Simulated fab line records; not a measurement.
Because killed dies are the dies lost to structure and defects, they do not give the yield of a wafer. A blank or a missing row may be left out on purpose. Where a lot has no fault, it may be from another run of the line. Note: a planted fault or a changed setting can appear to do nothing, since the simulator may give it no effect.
Which tool is to blame? | flow sky130 | 24 lots, 72 wafers sampled, at 3 steps of a route of 708

## WHAT THE GAUGES SHOWED, per wafer
SKY_LDD_HVP_TW_MEAS_10.
lot  | measured     | on            | LDD_HVP_TW
L074 | day 21 23:53 | film_metro-03 | 459.2 460.5 457.2
L076 | day 22 12:38 | film_metro-01 | 463.0 464.6 466.2
L077 | day 22 16:55 | film_metro-02 | 457.0 459.6 458.9
L075 | day 22 17:04 | film_metro-03 | 461.5 461.6 461.6
L078 | day 22 17:29 | film_metro-02 | 456.8 458.0 455.8
L079 | day 23 14:22 | film_metro-02 | 462.5 459.0 460.9
L080 | day 23 23:44 | film_metro-02 | 463.7 462.8 459.2
L081 | day 23 23:46 | film_metro-03 | 460.1 459.2 457.5
L082 | day 24 12:04 | film_metro-01 | 462.9 462.3 464.0
L083 | day 24 14:49 | film_metro-01 | 463.7 461.3 464.2
L084 | day 24 23:31 | film_metro-02 | 459.3 460.0 459.7
L085 | day 25 07:11 | film_metro-01 | 461.1 459.6 460.0
L086 | day 25 15:25 | film_metro-01 | 458.7 461.9 462.0
L087 | day 25 21:08 | film_metro-02 | 457.7 456.5 456.1
L088 | day 26 03:22 | film_metro-03 | 462.2 461.2 461.4
L089 | day 26 20:16 | film_metro-03 | 460.8 462.5 460.2
L090 | day 27 01:40 | film_metro-01 | 461.5 461.0 463.4
L091 | day 27 12:05 | film_metro-01 | 461.1 462.9 459.8
L092 | day 27 19:52 | film_metro-02 | 462.4 465.1 460.8
L093 | day 27 22:50 | film_metro-03 | 458.4 460.3 457.6
L094 | day 28 20:25 | film_metro-01 | 460.3 461.8 461.6
L095 | day 29 14:28 | film_metro-01 | 461.2 465.5 461.9
L096 | day 29 16:29 | film_metro-02 | 463.2 461.6 461.9
L097 | day 29 16:47 | film_metro-01 | 464.8 462.2 460.0

SKY_METAL3_CD_MEAS_13 targets a cd of 300 nm.
lot  | measured     | on        | cd_nm (nm)
L074 | day 38 16:53 | cd_sem-01 | 300.4 298.5 300.4
L076 | day 39 03:02 | cd_sem-02 | 301.3 301.9 301.9
L077 | day 39 05:11 | cd_sem-02 | 299.8 300.3 300.9
L075 | day 39 08:08 | cd_sem-02 | 300.6 298.8 300.6
L078 | day 39 09:11 | cd_sem-02 | 300.0 299.7 300.2
L079 | day 40 02:20 | cd_sem-02 | 300.0 299.0 300.5
L080 | day 40 09:55 | cd_sem-02 | 300.9 302.0 301.5
L081 | day 40 12:17 | cd_sem-01 | 298.1 297.8 300.0
L082 | day 40 17:05 | cd_sem-01 | 298.0 298.0 298.7
L083 | day 40 20:14 | cd_sem-02 | 300.8 299.6 300.4
L084 | day 41 03:47 | cd_sem-01 | 301.0 301.4 300.2
L085 | day 41 10:31 | cd_sem-01 | 299.8 298.5 300.3
L086 | day 41 19:05 | cd_sem-02 | 297.9 297.3 297.7
L087 | day 41 21:08 | cd_sem-02 | 300.3 299.6 299.2
L088 | day 42 01:38 | cd_sem-02 | 299.8 300.4 300.2
L089 | day 42 17:29 | cd_sem-01 | 301.0 300.8 301.8
L090 | day 42 19:53 | cd_sem-01 | 302.1 300.7 301.8
L091 | day 43 04:14 | cd_sem-02 | 298.6 298.9 298.2
L092 | day 43 10:20 | cd_sem-02 | 298.0 299.0 296.9
L093 | day 43 15:30 | cd_sem-02 | 304.5 304.5 302.6
L094 | day 44 06:38 | cd_sem-01 | 300.3 300.1 302.1
L095 | day 44 22:23 | cd_sem-02 | 301.1 302.6 302.8
L096 | day 44 23:03 | cd_sem-01 | 301.9 302.2 301.1
L097 | day 44 22:43 | cd_sem-02 | 298.9 297.9 299.4

## WHICH TOOL RAN EACH LOT (tool, then ch and the chambers of the sampled wafers, then the start)
lot  | SKY_VIA2_CVD_21
L074 | cvd_w-01 ch 0,1, day 36 12:08
L076 | cvd_w-02 ch 0,1, day 37 00:41
L077 | cvd_w-01 ch 1, day 37 00:49
L075 | cvd_w-02 ch 0,1, day 37 05:06
L078 | cvd_w-02 ch 0,1, day 37 05:48
L079 | cvd_w-01 ch 0,1, day 37 23:45
L080 | cvd_w-01 ch 0,1, day 38 07:53
L081 | cvd_w-02 ch 0,1, day 38 10:08
L082 | cvd_w-02 ch 0,1, day 38 15:10
L083 | cvd_w-02 ch 0,1, day 38 19:04
L084 | cvd_w-02 ch 0,1, day 39 01:27
L085 | cvd_w-01 ch 0, day 39 08:06
L086 | cvd_w-02 ch 0,1, day 39 17:31
L087 | cvd_w-02 ch 0,1, day 39 20:12
L088 | cvd_w-02 ch 0,1, day 40 00:46
L089 | cvd_w-01 ch 0,1, day 40 16:03
L090 | cvd_w-01 ch 0,1, day 40 18:22
L091 | cvd_w-02 ch 0,1, day 41 04:29
L092 | cvd_w-02 ch 0,1, day 41 11:03
L093 | cvd_w-01 ch 0,1, day 41 16:02
L094 | cvd_w-01 ch 0,1, day 42 07:50
L095 | cvd_w-01 ch 1, day 42 23:42
L096 | cvd_w-01 ch 0,1, day 43 01:20
L097 | cvd_w-02 ch 0, day 43 00:30
- SKY_VIA2_CVD_21: deposits W, target thk 420 nm, time 126.4 s.

## WHAT THE TOOLS THEMSELVES READ (means of the sampled wafers that have a number; where no wafer has one, the mark that the record gives instead)
SKY_VIA2_CVD_21.
lot  | tool     | chamber_pressure_Torr (Torr) | heater_power_outer_w (W) | heater_power_w (W)
L074 | cvd_w-01 | 40.00                        | 477                      | 772
L076 | cvd_w-02 | 39.92                        | 607                      | 918
L077 | cvd_w-01 | 39.96                        | 424                      | 670
L075 | cvd_w-02 | 39.95                        | 608                      | 938
L078 | cvd_w-02 | 40.00                        | 604                      | 927
L079 | cvd_w-01 | 40.08                        | 446                      | 720
L080 | cvd_w-01 | 39.97                        | 473                      | 774
L081 | cvd_w-02 | 40.06                        | 610                      | 935
L082 | cvd_w-02 | 39.96                        | 621                      | 941
L083 | cvd_w-02 | 39.93                        | 609                      | 934
L084 | cvd_w-02 | 39.91                        | 616                      | 920
L085 | cvd_w-01 | 39.98                        | 462                      | 771
L086 | cvd_w-02 | 39.98                        | 607                      | 931
L087 | cvd_w-02 | 39.99                        | 609                      | 919
L088 | cvd_w-02 | 40.01                        | 611                      | 945
L089 | cvd_w-01 | 39.97                        | 458                      | 747
L090 | cvd_w-01 | 39.90                        | 453                      | 726
L091 | cvd_w-02 | 40.02                        | 607                      | 935
L092 | cvd_w-02 | 39.87                        | 606                      | 931
L093 | cvd_w-01 | 39.99                        | 438                      | 700
L094 | cvd_w-01 | 40.01                        | 431                      | 708
L095 | cvd_w-01 | 40.06                        | 432                      | 672
L096 | cvd_w-01 | 40.02                        | 428                      | 709
L097 | cvd_w-02 | 39.93                        | 617                      | 939

## THE ANSWER, worked out from the rows above alone
Rule: the usual values come from the lots themselves. The widest of any qualifying gaps counts: lots, ordered by their means at a reading, are off when they make up no more than a third of the lots, leave a main group of 4 or more, and stand apart from it by 3 or more times the standard deviation of that group's means. The tables above print the reading to a certain number of digits; a main group whose means all agree to those digits is not used. Also off: a lot with no number at a reading for which 4 or more lots have one. Any other lot the step has rows for is counted as sound. After the gauges, taken in route order, come the tools' own readings; for these a lot's mean is taken, as printed above. The first step at which some lot is off is used, and at that step the reading that is off furthest; a lot without a number counts as furthest.
Across all readings shown, no lot is off: no conclusion can be drawn from this.

## WHAT THE SIMULATOR HAD PUT IN
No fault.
